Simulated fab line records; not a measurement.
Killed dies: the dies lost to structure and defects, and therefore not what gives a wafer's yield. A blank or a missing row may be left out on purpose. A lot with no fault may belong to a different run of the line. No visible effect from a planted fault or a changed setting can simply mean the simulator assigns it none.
What tool caused it?	flow sky130	12 lots, 36 wafers sampled, at 1 step of a route of 708

## WHAT EACH GAUGE READ, for each wafer
SKY_PWDE_OVL_MEAS_07.
lot	measured	on	PWDE_OVL (nm)
L075	day 4 00:33	overlay-01	-3.7 -4.3 -3.0
L077	day 4 15:21	overlay-02	-1.7 -0.9 -1.6
L079	day 5 04:04	overlay-02	1.6 -0.3 -0.8
L081	day 5 12:05	overlay-02	-1.8 -1.4 -1.9
L083	day 5 22:01	overlay-02	-0.9 -0.6 -1.4
L085	day 6 10:48	overlay-02	0.8 0.1 -1.0
L087	day 6 20:25	overlay-02	0.2 0.6 -0.1
L089	day 7 07:51	overlay-02	-0.2 -1.9 -1.6
L091	day 7 23:15	overlay-02	1.5 0.6 -0.3
L093	day 8 08:24	overlay-02	0.6 -0.2 -0.1
L095	day 8 17:54	overlay-02	-1.9 -2.6 -2.9
L097	day 9 08:58	overlay-02	-0.1 0.9 -0.7

## EACH LOT AND THE TOOL THAT RAN IT (in order: tool; ch and the chambers of the sampled wafers; start)
The record holds no process step before these readings.

## THE ANSWER, worked out from the rows above alone
Rule: what is usual is taken from the lots themselves. The widest of any qualifying gaps counts: lots, ordered by their means at a reading, are off when they make up no more than a third of the lots, leave a main group of 4 or more, and stand apart from it by 3 or more times the standard deviation of that group's means. A main group whose means are all the same, to the digits that the tables above print for the reading, isn't used. Also off: a lot with no number at a reading for which 4 or more lots have one. All remaining lots with rows at the step are treated as sound.
Across all readings shown, no lot is off: no conclusion can be drawn from this.

## WHAT THE SIMULATOR HAD PUT IN
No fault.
